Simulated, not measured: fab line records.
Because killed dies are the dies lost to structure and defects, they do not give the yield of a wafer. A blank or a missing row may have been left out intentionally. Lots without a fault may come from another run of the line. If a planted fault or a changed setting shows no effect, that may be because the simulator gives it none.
Comparing a struck lot with a sound one	flow sky130	16 out of 708 route steps
Sound: the wafers L765.1, L765.3, L765.5. The struck wafers were L766.2, L766.3, L766.5. Last of all comes the cause.
At each step with rows: each side's tool, then ch and its chambers, then its first start. Under that, the readings that differ: sound wafers	struck wafers	difference of the means	sigmas: that difference in standard deviations of wafers without a fault.
alike: readings with means less than 2 such deviations apart, plus words and numbers identical on both sides. not compared: withheld readings, readings lacking a value on some wafer, bounds such as >300 that could conceal the same value, and numbers that have no deviation in the record and whose values overlap.
The two part at a step that has a row with sigmas, a row that says differs or no value, or rows on one side only. When numbers do not overlap yet have no deviation, they are printed without sigmas and do not part them. A reading missing from all wafers of one side parts the sides only when that side holds two or more wafers.

first, 1 step without rows for these wafers: SKY_VIA4_HDPCVD_00 (deposits SiO2, target thk 1750 nm, time 291.7 s).
SKY_VIA4_THK_MEAS_01:
  sound: film_metro-03 at day 46 10:49; struck: film_metro-01 at day 46 16:34
  alike: VIA4_HDPCVD_THK
SKY_VIA4_CMP_02: polishes SiO2.
  sound on cmp-01 ch 1,2,3, day 46 10:55; struck on cmp-02 ch 0,1,2, day 46 16:43
  alike: motor_current_A
SKY_VIA4_BOW_MEAS_03:
  sound: film_metro-01 at day 46 11:10; struck: film_metro-01 at day 46 16:56
  alike: VIA4_BOW
then, 7 steps without rows for these wafers: SKY_VIA4_DEHYDRATE_04 (time 60 s); SKY_VIA4_HMDS_05 (prime time 60 s); SKY_VIA4_COAT_06 (resist thk 1140 nm); SKY_VIA4_SOFTBAKE_07 (time 60 s); SKY_VIA4_EXPOSE_08 (exposes mask VIM4, target cd 800 nm); SKY_VIA4_PEB_09; SKY_VIA4_DEVELOP_10 (develop time 60 s).
SKY_VIA4_OVL_MEAS_11:
  sound: overlay-02 at day 47 08:21; struck: overlay-01 at day 47 13:02
  alike: VIA4_OVL
SKY_VIA4_ETCH_12: etches SiO2 in C4F8/O2/Ar, stops on TiN, target depth 580 nm.
  sound on rie_diel-01 ch 0,1,2, day 47 08:23; struck on rie_diel-02 ch 0,2, day 47 13:04
  no value came back on the struck wafers for bias_w (W), chamber_pressure_mTorr (mTorr), oes_product_au (a.u.); on the sound wafers bias_w (W) reads 1201 1198 1195
reading	sound	struck	difference	sigmas
model.NOVOLAK_of_VIA4_COAT_06.thk_nm (nm)	1010 1010 1009	1141 1145 1140	+132	
SKY_VIA4_STRIP_13: strips in O2/N2.
  sound on plasma_asher-02 ch 0,1, day 47 08:28; struck on plasma_asher-02 ch 1, day 47 13:08
reading	sound	struck	difference	sigmas
oes_product_au (a.u.)	0.709 0.709 0.706	0.719 0.717 0.719	+0.010	+2
strip_time_to_endpoint_s (s)	12.803 12.791 12.780	14.199 14.234 14.181	+1.413	+50
  alike: drypump_motor_current_A
  not compared: rf_hours_counter_h
then, 1 step without rows for these wafers: SKY_VIA4_STRIP_14 (strips in post etch residue remover, time 1200 s).
-- the record jumps here: 3 days lie between the struck wafers' starts before and after (it left off in module VIA4 and takes up again in module PAD_OPEN, whose first step shown is number 708 of the route) --
SKY_PAD_OPEN_PROBE_99:
  sound: prober-02 at day 49 21:56; struck: prober-02 at day 50 01:35
reading	sound	struck	difference	sigmas
defect_limited_yield (%)	79.1 82.9 83.7	0 0 0	-82	-37
killed_at_M4_up	2 2 2	429 415 416	+418	+99 or more
killed_dies	103 84 80	492 492 492	+403	+37
killed_on_rim	20 22 10	96 96 96	+79	+22
sort_bin_5_function (%)	11.8 10.0 8.5	94.1 95.1 92.9	+83.9	+52
sort_n_pass	389 408 412	0 0 0	-403	-37
sort_yield_pct (%)	79.1 82.9 83.7	0 0 0	-82	-37
  alike: killed_at_M0_to_M3, killed_at_contacts, killed_at_front_end, killed_at_other, killed_open, killed_short, sort_bin_3_pad_short, sort_bin_6_memory

## WHERE THEY PART
At SKY_VIA4_ETCH_12 first; at SKY_PAD_OPEN_PROBE_99 last (within this record only).

WHY: whatever the simulator had introduced
Skipped step whole: rie_diel-02, from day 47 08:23 on, at SKY_VIA4_ETCH_12. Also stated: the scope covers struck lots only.
